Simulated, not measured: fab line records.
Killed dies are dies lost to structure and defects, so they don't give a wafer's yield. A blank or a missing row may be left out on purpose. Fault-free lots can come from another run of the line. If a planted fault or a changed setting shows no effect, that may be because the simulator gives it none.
Comparing a struck lot with a sound one	flow sfq_line	41 steps out of a route of 325
Sound: the wafers L718.2, L718.5, L718.6. Struck: wafer L723.6 (left out: L723.1, L723.2 of the same lot, which were not struck); the cause appears at the end.
Each step with rows lists, per side, the tool, then ch with its chambers, then its first start. Under that, the readings that differ: sound wafers	struck wafers	difference of the means	sigmas: that difference in standard deviations of wafers without a fault.
alike: same words and numbers on both sides, and readings whose means sit less than 2 such deviations apart. not compared: any withheld reading, any reading some wafer has no value for, any bound like >300 that may hide the same value, and any number with overlapping values for which the record gives no deviation.
A row with sigmas, a row that says differs or no value, or rows on one side alone: a step with any of these is where the two part. Non-overlapping numbers with no deviation appear without sigmas and do not part them. Lack of a reading on every wafer of one side parts them only where that side has two or more wafers.

first, 6 steps without rows for these wafers: SFQ_TRILAYER_L0_VIA_LITHO_COAT_018 (resist thk 62 nm); SFQ_TRILAYER_L0_VIA_LITHO_COAT_013 (resist thk 650 nm); SFQ_TRILAYER_L0_VIA_LITHO_SOFTBAKE_017; SFQ_TRILAYER_L0_VIA_LITHO_EXPOSE_014 (exposes mask L0V, target cd 700 nm); SFQ_TRILAYER_L0_VIA_LITHO_PEB_016 (peb time 60 s); SFQ_TRILAYER_L0_VIA_LITHO_DEVELOP_015 (time 60 s).
SFQ_L0V_OVL_MEAS_903:
  struck on overlay-01, day 9 19:28; sound on overlay-02, day 8 10:56
  alike: L0V_OVL
then, 1 step without rows for these wafers: SFQ_TRILAYER_L0_VIA_BARC_OPEN_VIA_ETCH_021 (etches BARC in O2, target depth 125 nm, time 41.7 s).
SFQ_TRILAYER_L0_VIA_ETCH_VIA_ETCH_016: etches SiO2 in CHF3, stops on MoNx KI, target depth 80 nm.
  sound on rie_diel-04 ch 0,2,3, day 8 11:00; struck on rie_diel-02 ch 1, day 9 19:32
  alike: drypump_motor_current_A, oes_product_au
then, 3 steps without rows for these wafers: SFQ_TRILAYER_L0_VIA_STRIP_STRIP_017 (strips in O2); SFQ_TRILAYER_L0_VIA_STRIP_SOLV_CLEAN_018 (cleans in NMP, time 600 s); SFQ_TRILAYER_M0_DEP_PRE_CLEAN_020 (time 15 s).
SFQ_TRILAYER_M0_DEP_SPUTTER_019: material Nb, target thk 200 nm, time 133.3 s.
  struck on pvd_sputter-06, day 9 20:24; sound on pvd_sputter-05, day 8 11:50
reading	sound	struck	difference	sigmas
model.Nb_of_TRILAYER_M0_DEP_SPUTTER_019.thk_nm (nm)	199 199.6 201.4	174.1	-25.9	
  alike: throttle_valve_pct
SFQ_M0_RS_MEAS_904: the measuring method here is four-point-probe.
  struck on film_metro-01, day 9 20:47; sound on film_metro-02, day 8 11:57
reading	sound	struck	difference	sigmas
M0_NB_RS (ohm/sq)	0.894 0.892 0.881	1.023	+0.134	+17
  not compared: hold
then, 5 steps without rows for these wafers: SFQ_TRILAYER_M0_LITHO_COAT_021 (resist thk 600 nm); SFQ_TRILAYER_M0_LITHO_SOFTBAKE_025; SFQ_TRILAYER_M0_LITHO_EXPOSE_022 (exposes mask M0, target cd 500 nm); SFQ_TRILAYER_M0_LITHO_PEB_024 (peb time 60 s); SFQ_TRILAYER_M0_LITHO_DEVELOP_023 (time 60 s).
-- the record jumps here: 4 days lie between the struck wafers' starts before and after --
SFQ_M0_OVL_MEAS_906:
  struck on overlay-02, day 13 20:18; sound on overlay-02, day 12 08:40
  alike: M0_OVL
then, 1 step without rows for these wafers: SFQ_TRILAYER_M0_BARC_OPEN_METAL_ETCH_031 (etches BARC in O2, target depth 125 nm, time 41.7 s).
SFQ_TRILAYER_M0_ETCH_METAL_ETCH_024: etches Nb in Cl2/Ar, stops on SiO2, target depth 240 nm, time 120 s.
  sound on rie_metal-03 ch 0,1, day 12 08:46; struck on rie_metal-03 ch 1, day 13 20:27
reading	sound	struck	difference	sigmas
oes_product_au (a.u.)	0.899 0.885 0.897	0.834	-0.060	-9
  alike: drypump_motor_current_A
  not compared: rf_hours_counter_h
then, 2 steps without rows for these wafers: SFQ_TRILAYER_M0_STRIP_STRIP_025 (strips in O2); SFQ_TRILAYER_M0_STRIP_SOLV_CLEAN_026 (cleans in NMP, time 600 s).
SFQ_TRILAYER_I0_DEP_PECVD_027: deposits SiO2 from SiH4/N2O, time 111.11 s, target thk 500 nm.
  sound on pecvd-02 ch 0,2, day 12 09:40; struck on pecvd-03 ch 1, day 13 22:05
  alike: heater_power_w, throttle_valve_pct
SFQ_TRILAYER_I0_CMP_CMP_028: polishes SiO2.
  sound on cmp-02 ch 0,1,2, day 12 14:35; struck on cmp-01 ch 1, day 14 00:10
  alike: motor_current_A, time_to_endpoint_s
SFQ_I0_BOW_MEAS_907:
  struck on film_metro-04, day 14 01:10; sound on film_metro-04, day 12 16:36
  alike: I0_BOW
then, 7 steps without rows for these wafers: SFQ_TRILAYER_I0_METRO_MEASURE_029; SFQ_TRILAYER_I0_VIA_LITHO_COAT_036 (resist thk 62 nm); SFQ_TRILAYER_I0_VIA_LITHO_COAT_031 (resist thk 650 nm); SFQ_TRILAYER_I0_VIA_LITHO_SOFTBAKE_035; SFQ_TRILAYER_I0_VIA_LITHO_EXPOSE_032 (exposes mask I0, target cd 500 nm); SFQ_TRILAYER_I0_VIA_LITHO_PEB_034 (peb time 60 s); SFQ_TRILAYER_I0_VIA_LITHO_DEVELOP_033 (time 60 s).
-- the record jumps here: 6 days lie between the struck wafers' starts before and after --
SFQ_I0_OVL_MEAS_908:
  struck on overlay-01, day 20 01:29; sound on overlay-02, day 18 00:36
  alike: I0_OVL
then, 1 step without rows for these wafers: SFQ_TRILAYER_I0_VIA_BARC_OPEN_VIA_ETCH_046 (etches BARC in O2, target depth 125 nm, time 41.7 s).
SFQ_TRILAYER_I0_VIA_ETCH_VIA_ETCH_034: etches SiO2 in CHF3, stops on Nb, target depth 260 nm.
  sound on rie_diel-02 ch 0,1, day 18 00:41; struck on rie_diel-02 ch 1, day 20 01:34
  alike: drypump_motor_current_A, oes_product_au
SFQ_TRILAYER_I0_VIA_STRIP_STRIP_035: strips in O2.
  sound on rie_metal-02 ch 0,1, day 18 00:52; struck on rie_metal-01 ch 0, day 20 01:41
  alike: drypump_motor_current_A, oes_product_au
  not compared: rf_hours_counter_h
then, 2 steps without rows for these wafers: SFQ_TRILAYER_I0_VIA_STRIP_SOLV_CLEAN_036 (cleans in NMP, time 600 s); SFQ_TRILAYER_M1_DEP_PRE_CLEAN_038 (time 22.5 s).
-- the record jumps here: 70 days lie between the struck wafers' starts before and after --
SFQ_M8_BOW_MEAS_951:
  struck on film_metro-03, day 90 10:11; sound on film_metro-02, day 89 19:41
reading	sound	struck	difference	sigmas
M8_BOW (um)	-6 -9 -1	25	+30	+3
model.etest.m0.ohm_um	1.782 1.779 1.763	2.034	+0.259	
model.etest.i0.link_ohm	1.973 1.965 1.967	2.08	+0.11	
model.etest.m0.ohm_sq	0.8941 0.8915 0.8835	1.022	+0.132	

WHERE THEY PART
Last at SFQ_M8_BOW_MEAS_951 as far as this record goes, first at SFQ_M0_RS_MEAS_904.

WHY: what had been put in by the simulator
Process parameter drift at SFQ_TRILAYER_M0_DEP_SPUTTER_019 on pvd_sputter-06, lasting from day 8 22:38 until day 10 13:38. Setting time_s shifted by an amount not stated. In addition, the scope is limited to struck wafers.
